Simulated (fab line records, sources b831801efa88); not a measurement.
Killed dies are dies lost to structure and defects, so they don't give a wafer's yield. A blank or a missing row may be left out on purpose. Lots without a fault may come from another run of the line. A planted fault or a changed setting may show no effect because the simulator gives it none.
fab line records | flow sky130
record lots=3 wafers=9 last_day=48
route steps=708 shown METAL1@448 VIA1@458 METAL2@483 PAD_OPEN@708
lots that met no fault: from a run of the same line without faults
start_h: hours from the record's first day to the start of the lot's first wafer shown | wait_h: hours since the lot's step before | " the same as in the row above | L1.1+2: a row that stands for several wafers | - no value, or no start given | * or withheld: withheld | < > ~ a bound
route shown NAME@n: a module of which the file shows steps, and the number in the route of the first | usual: mean/standard deviation of fault-free wafers | same: alike in all rows | chamber/n: place in a boat | sites: the reading at each site | _std_site: their standard deviation | _edge_site: outer sites' mean less inner sites' | radius_mm: how far each site lies from the wafer's centre | mask NAME#n: copy n | behind: the tool/chamber that last shaped the wafer | hold: why the lot was held/for how many hours/how that ended | device: the transistor (n, p or np) that didn't switch | end of line: the same wafers' tests at the end of the route | a step without rows: its recipe alone | killed: dies lost to structure and defects at the first sort, not the wafer's yield | map: a wafer's dies, x killed, . not, _ none there
set.NAME: the setting as run; set.NAME@STEP: as run at that earlier step | model.NAME: the simulator's own value behind a step, which no gauge read
lots at some steps of the route; a table a step, a row a wafer
services: from which hour (start_h, from the record's first day; less than 0 if before it) a tool's chamber was out of use, for how many hours, and why
## steps
# step SKY_METAL1_DEVELOP_14
# recipe develop_time_s=60 resist=KrF-thick dev_temp_c=21
# step SKY_METAL1_DESCUM_17
# recipe chemistry=O2 source_power_w=150 bias_power_w=0 pressure_mtorr=10 temp_c=40 time_s=8
# step SKY_METAL1_ETCH_18
# recipe chemistry=N2/H2 target=BARC ion_energy_ev=200 bias_w=100 pressure_mtorr=30 n2_flow_sccm=100 h2_flow_sccm=200 icp_w=500 stop_on=SiO2 time_s=45.9 target_depth_a=600
# step SKY_METAL1_METAL_ETCH_19
# recipe target_depth_a=3600 stop_on=SiO2 over_etch_frac=0.3 time_s=78 chemistry=Cl2/BCl3 resist_sidewall_deg=88 pressure_mtorr=10 icp_w=900 bias_w=48.5 Cl2_flow_sccm=60 bcl3_flow_sccm=30
# step SKY_METAL1_STRIP_20
# recipe chemistry=O2/N2 power_w=1400 pressure_mtorr=1500 platen_temp_c=withheld o2_flow_sccm=3000 n2_flow_sccm=300 overash_fraction=0.5
# step SKY_METAL1_STRIP_21
# recipe chemistry=post_etch_residue_remover time_s=1200 temp_c=72.5
# step SKY_METAL1_CLEAN_22
# recipe chemistry=IPA time_s=180 temp_c=25
# step SKY_METAL1_CLEAN_23
# recipe chemistry=O3/DIW dry=n2_spin
# step SKY_VIA1_HDPCVD_00
# recipe material=SiO2 target_thk_nm=1030 sigma_open_frac=0.3 time_s=171.7 temp_c=400 sih4_flow_sccm=60 pressure_mtorr=6
# step SKY_VIA1_CMP_02
# recipe material=SiO2 down_force_psi=4 platen_rpm=60 pad_velocity_m_s=0.94248
# usual motor_current_A=11.2/0.73 platen_rpm=60.00/0.038
# columns lot.wafer tool chamber start_h wait_h motor_current_A platen_rpm model.SiO2_of_VIA1_HDPCVD_00.thk_nm
L691.4 cmp-02 3 779.87 0.0 10.1 60.01 344.9
L691.2 " 0 " " 11.0 60.04 346
L691.6 " 3 " " 10.2 60.02 344.7
L697.3 cmp-01 0 826.49 0.0 10.9 59.96 342.8
L697.1 " 1 " " 12.4 60.02 342.4
L697.4 " 3 " " 12.4 60.00 343.9
L702.1 cmp-02 0 861.19 0.1 11.0 60.05 380.6
L702.3 " 1 " " 11.6 60.03 342.3
L702.5 " 0 " " 11.1 60.03 344.4
# step SKY_VIA1_DEHYDRATE_04
# recipe temp_c=200 time_s=60
# step SKY_VIA1_HMDS_05
# recipe prime_time_s=60 prime_temp_c=120
# step SKY_VIA1_COAT_06
# recipe resist=BARC temp_c=withheld time_s=withheld spin_rpm=3000 resist_thk_nm=60
# step SKY_VIA1_COAT_07
# recipe resist=KrF-thick spin_rpm=3000 resist_thk_nm=450
# step SKY_VIA1_SOFTBAKE_08
# recipe temp_c=100 time_s=90 resist=KrF-thick
# step SKY_VIA1_EXPOSE_09
# recipe mask_id=VIM na=0.8 source_shape=annular sigma_inner=0.55 sigma_outer=0.85 target_cd_nm=150 dose_mj=38
# step SKY_VIA1_PEB_10
# recipe peb_temp_c=withheld peb_time_s=withheld resist=KrF-thick
# step SKY_VIA1_DEVELOP_11
# recipe develop_time_s=60 resist=KrF-thick dev_temp_c=21
# step SKY_VIA1_ETCH_14
# recipe chemistry=N2/H2 target=BARC ion_energy_ev=200 source_w=500 bias_w=100 pressure_mtorr=30 n2_flow_sccm=100 h2_flow_sccm=200 stop_on=SiO2 time_s=45.9 target_depth_a=600
# step SKY_VIA1_ETCH_15
# recipe target=SiO2 chemistry=C4F8/O2/Ar target_depth_nm=351 stop_on=TiN mask_material=KrF-thick source_w=1500 bias_w=1200 pressure_mtorr=40 c4f8_flow_sccm=withheld O2_flow_sccm=6 Ar_flow_sccm=300 time_s=54
# usual chamber_pressure_mTorr=40.00/0.037 oes_product_au=0.980/0.0062
# same time_s=54
# columns lot.wafer tool chamber start_h wait_h chamber_pressure_mTorr oes_product_au rf_hours_counter_h model.VIA1.feature_depth_nm model.etch.depth_nm
L691.2 rie_diel-02 3 807.39 0.0 40.05 0.976 29 346 346
L691.4 " 2 " " 40.04 0.984 13 344.9 344.9
L691.6 " 0 " " 40.00 0.983 - 344.7 344.7
L697.1 rie_diel-01 0 852.82 0.0 40.03 0.980 15 342.4 342.4
L697.3 " 3 " " 40.04 0.972 7 342.8 342.8
L697.4 " 1 " " 40.04 0.983 22 343.9 343.9
L702.1 rie_diel-02 2 887.42 0.0 39.99 1.010 16 352.4 352.4
L702.3 " 3 " " 40.01 0.970 0 342.3 342.3
L702.5 " 1 " " 39.98 0.981 - 344.4 344.4
# step SKY_VIA1_STRIP_16
# recipe chemistry=O2/N2 power_w=1400 pressure_mtorr=1500 platen_temp_c=withheld o2_flow_sccm=3000 n2_flow_sccm=300 overash_fraction=0.5
# step SKY_VIA1_STRIP_17
# recipe chemistry=post_etch_residue_remover time_s=1200 temp_c=72.5
# step SKY_VIA1_CLEAN_18
# recipe chemistry=IPA time_s=180 temp_c=25
# step SKY_VIA1_CLEAN_19
# recipe chemistry=O3/DIW dry=n2_spin
# step SKY_VIA1_SPUTTER_20
# recipe material=TiN target_thk_nm=20 chamber_pressure_pa=5 power_w=4000 time_s=80
# step SKY_VIA1_CVD_21
# recipe material=W target_thk_nm=270 time_s=80.902 temp_c=400 pressure_torr=40
# step SKY_VIA1_CMP_24
# recipe stop_on=SiO2 t_overpolish_s=15 down_force_psi=3.5 platen_rpm=60 target_thk_nm=0 pad_velocity_m_s=0.94248
# step SKY_METAL2_SPUTTER_00
# recipe material=Ti target_thk_nm=15 power_w=3000 time_s=10 chamber_pressure_pa=0.4
# step SKY_METAL2_SPUTTER_01
# recipe material=TiN target_thk_nm=20 power_w=6500 time_s=16.7 chamber_pressure_pa=0.4
# step SKY_METAL2_SPUTTER_02
# recipe material=AlCu target_thk_nm=250 power_w=10600 time_s=13.3 chamber_pressure_pa=0.4
# step SKY_METAL2_SPUTTER_03
# recipe material=Ti target_thk_nm=5 power_w=3000 time_s=3.3 chamber_pressure_pa=0.4
# step SKY_METAL2_SPUTTER_04
# recipe material=TiN target_thk_nm=70 power_w=6500 time_s=58.3 chamber_pressure_pa=0.4
# step SKY_METAL2_METAL_ETCH_19
# recipe target_depth_a=3600 stop_on=SiO2 over_etch_frac=0.3 time_s=78 chemistry=Cl2/BCl3 resist_sidewall_deg=88 pressure_mtorr=10 icp_w=900 bias_w=48.5 Cl2_flow_sccm=60 bcl3_flow_sccm=30
# usual bcl3_flow_sccm=29.99/0.089 chamber_pressure_mTorr=10.000/0.01 drypump_motor_current_A=5.8/0.49 oes_product_au=0.857/0.0058 throttle_valve_pct=22.264/0.0088
# same time_s=78
# columns lot.wafer tool chamber start_h wait_h bcl3_flow_sccm chamber_pressure_mTorr drypump_motor_current_A oes_product_au rf_hours_counter_h throttle_valve_pct model.SiO2_of_VIA1_HDPCVD_00.thk_nm
L691.2 rie_metal-04 1 835.89 0.0 29.88 10.003 5.3 0.857 3 22.257 332.1
L691.4 " 1 " " 29.79 9.991 5.3 0.850 - 22.258 331
L691.6 " 0 " " 29.95 10.025 6.4 0.860 - 22.279 330.4
L697.1 rie_metal-04 1 880.64 0.0 30.14 9.998 5.3 0.857 5 22.278 328.3
L697.3 " 1 " " 30.14 10.008 5.3 0.865 - 22.253 328.9
L697.4 " 0 " " 29.87 10.009 6.5 0.856 - 22.266 329.6
L702.1 rie_metal-01 0 914.27 0.0 30.18 9.991 5.8 0.856 12 22.254 366.7
L702.3 " 0 " " 29.95 10.005 5.8 0.856 - 22.260 328.4
L702.5 " 1 " " 30.01 9.995 6.4 0.845 - 22.273 330.3
# step SKY_PAD_OPEN_PROBE_99
# usual defect_limited_yield=82.3/2 killed_at_M0_to_M3=44/7 killed_at_M4_up=3.1/1.8 killed_at_contacts=25/5.1 killed_at_front_end=15/4.3 killed_at_other=0.3/0.61 killed_dies=87/9.8 killed_open=48/7 killed_short=38/6.3
# same gross_dies=492 killed_at_back_side=0
# columns lot.wafer tool chamber start_h wait_h defect_limited_yield[%] killed_at_M0_to_M3 killed_at_M4_up killed_at_contacts killed_at_front_end killed_at_other killed_dies killed_open killed_short model.etest.tester.sort_n_pass model.etest.tester.sort_yield_pct model.etest.tester.sort_bin_5_pct model.etest.diode_pwell_dnwell.under_floor model.etest.sonos_erased.open model.etest.cap_li_to_poly.open model.etest.res_nwell.open model.etest.res_high_po.open
L691.2 prober-01 - 1090.05 0.1 81.7 46 2 26 16 0 90 55 35 402 81.71 11.99 0 0 0 0 0
L691.4 prober-01 - 1090.15 0.2 83.3 38 3 24 16 1 82 46 36 410 83.33 9.35 0 0 0 0 0
L691.6 prober-01 - 1090.25 0.2 80.5 45 2 24 25 0 96 44 52 396 80.49 11.18 0 0 0 0 0
L697.1 prober-01 - 1122.29 0.1 83.5 43 5 21 12 0 81 41 40 411 83.54 11.18 0 0 0 0 0
L697.3 prober-01 - 1122.39 0.2 82.7 39 1 30 15 0 85 44 40 407 82.72 9.756 0 0 0 0 0
L697.4 prober-01 - 1122.44 0.2 80.9 49 3 20 22 0 94 44 50 398 80.89 10.37 0 0 0 0 0
L702.1 prober-02 - 1149.26 0.1 81.5 42 1 34 14 0 91 49 42 106 21.54 70.73 1 1 1 1 1
L702.3 prober-02 - 1149.36 0.2 80.7 57 5 19 14 0 95 45 50 397 80.69 11.99 0 0 0 0 0
L702.5 prober-02 - 1149.46 0.2 79.7 52 1 34 12 1 100 55 45 392 79.67 13.41 0 0 0 0 0
# killed by level:class
L691.2 CONTACT:geometric_particle:open=11 LI_CONTACT:geometric_particle:open=10 VIA1:geometric_particle:open=10 FIELD_ISO:geometric_particle:open=5 METAL1:geometric_particle:short=5 VIA2:geometric_particle:short=5 METAL1:geometric_particle:open=4 VIA1:geometric_particle:short=4
L691.4 METAL1:geometric_particle:short=10 CONTACT:geometric_particle:open=10 LI_CONTACT:geometric_particle:open=6 VIA1:geometric_particle:open=5 FIELD_ISO:geometric_particle:open=4 VIA2:geometric_particle:open=4 VIA3:geometric_particle:open=4 POLY_GATE:geometric_particle:short=3
L691.6 VIA1:geometric_particle:open=9 FIELD_ISO:geometric_particle:short=8 METAL2:geometric_particle:short=8 FIELD_ISO:geometric_particle:open=7 CONTACT:geometric_particle:open=6 CONTACT:geometric_particle:short=6 METAL1:geometric_particle:short=6 VIA2:geometric_particle:open=6
L697.1 CONTACT:geometric_particle:open=9 VIA1:geometric_particle:short=7 VIA2:geometric_particle:open=7 LI_CONTACT:geometric_particle:open=6 METAL1:geometric_particle:short=5 METAL3:geometric_particle:short=5 VIA3:geometric_particle:open=5 VIA1:geometric_particle:open=4
L697.3 CONTACT:geometric_particle:open=10 LI_CONTACT:geometric_particle:open=8 VIA1:geometric_particle:open=8 FIELD_ISO:geometric_particle:short=7 LOCAL_INTERCONNECT:geometric_particle:short=7 VIA2:geometric_particle:open=7 VIA3:geometric_particle:open=6 METAL1:geometric_particle:short=5
L697.4 VIA3:geometric_particle:open=11 METAL2:geometric_particle:short=9 VIA2:geometric_particle:open=7 POLY_GATE:geometric_particle:short=6 POLY_GATE:geometric_particle:open=6 CONTACT:geometric_particle:open=6 LOCAL_INTERCONNECT:geometric_particle:short=5 CONTACT:geometric_particle:short=5
L702.1 CONTACT:geometric_particle:open=11 VIA1:geometric_particle:open=11 LI_CONTACT:geometric_particle:open=9 CONTACT:geometric_particle:short=7 VIA1:geometric_particle:short=7 METAL1:geometric_particle:short=6 FIELD_ISO:geometric_particle:short=4 POLY_GATE:geometric_particle:short=4
L702.3 VIA1:geometric_particle:open=14 VIA1:geometric_particle:short=9 METAL2:geometric_particle:short=8 LI_CONTACT:geometric_particle:open=6 VIA2:geometric_particle:short=6 LOCAL_INTERCONNECT:geometric_particle:short=5 CONTACT:geometric_particle:open=5 VIA2:geometric_particle:open=5
L702.5 CONTACT:geometric_particle:open=14 VIA1:geometric_particle:open=14 CONTACT:geometric_particle:short=8 LI_CONTACT:geometric_particle:open=7 VIA3:geometric_particle:short=5 METAL1:geometric_particle:short=5 VIA1:geometric_particle:short=5 VIA3:geometric_particle:open=5
## services
# columns tool chamber start_h hours kind
rie_metal-04 - 765.95 1.3 repair
rie_diel-02 2 780.93 19.0 repair
cmp-01 - 786.76 5.6 pm
cmp-02 - 808.72 0.5 repair
rie_metal-04 1 824.30 3.1 repair
rie_diel-01 2 834.00 8.0 repair
rie_diel-02 0 853.73 - clean
rie_diel-02 0 853.73 15.1 scheduled_down
rie_diel-02 0 853.73 15.1 vent_cycle
cmp-02 - 868.17 3.4 repair
rie_diel-02 3 868.87 - clean
rie_diel-02 3 868.87 18.1 scheduled_down
rie_diel-02 3 868.87 18.1 vent_cycle
rie_diel-01 - 886.64 1.4 repair
cmp-02 - 891.51 14.8 pm
rie_diel-02 2 896.12 3.5 repair
rie_metal-04 1 900.10 15.6 repair
cmp-01 - 912.00 4.0 pm
## key
first_sign step=SKY_VIA1_ETCH_15 reading=oes_product_au direction=up sigmas=5 usual=0.980 struck=1.010
effect none on later readings
model_effect step=SKY_VIA1_CMP_02 value=SiO2_of_VIA1_HDPCVD_00.thk_nm without=346.1 struck=380.6
model_effect step=SKY_VIA1_ETCH_15 value=VIA1.feature_depth_nm without=346.1 struck=352.4
model_effect step=SKY_METAL2_METAL_ETCH_19 value=SiO2_of_VIA1_HDPCVD_00.thk_nm without=332.2 struck=366.7
model_effect step=SKY_PAD_OPEN_PROBE_99 value=etest.tester.sort_n_pass without=401 struck=106
met_at SKY_VIA1_CMP_02
struck_wafers L702.1
onset_between 779.87 861.19
fault kind=process_parameter_drift tool=cmp-02 chamber=- onset_h=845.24 steps=SKY_VIA1_CMP_02 channel=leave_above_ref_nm offset=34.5 shape=step end_h=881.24 scope=struck_wafers_only acts_in=these_recipes_only stated=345
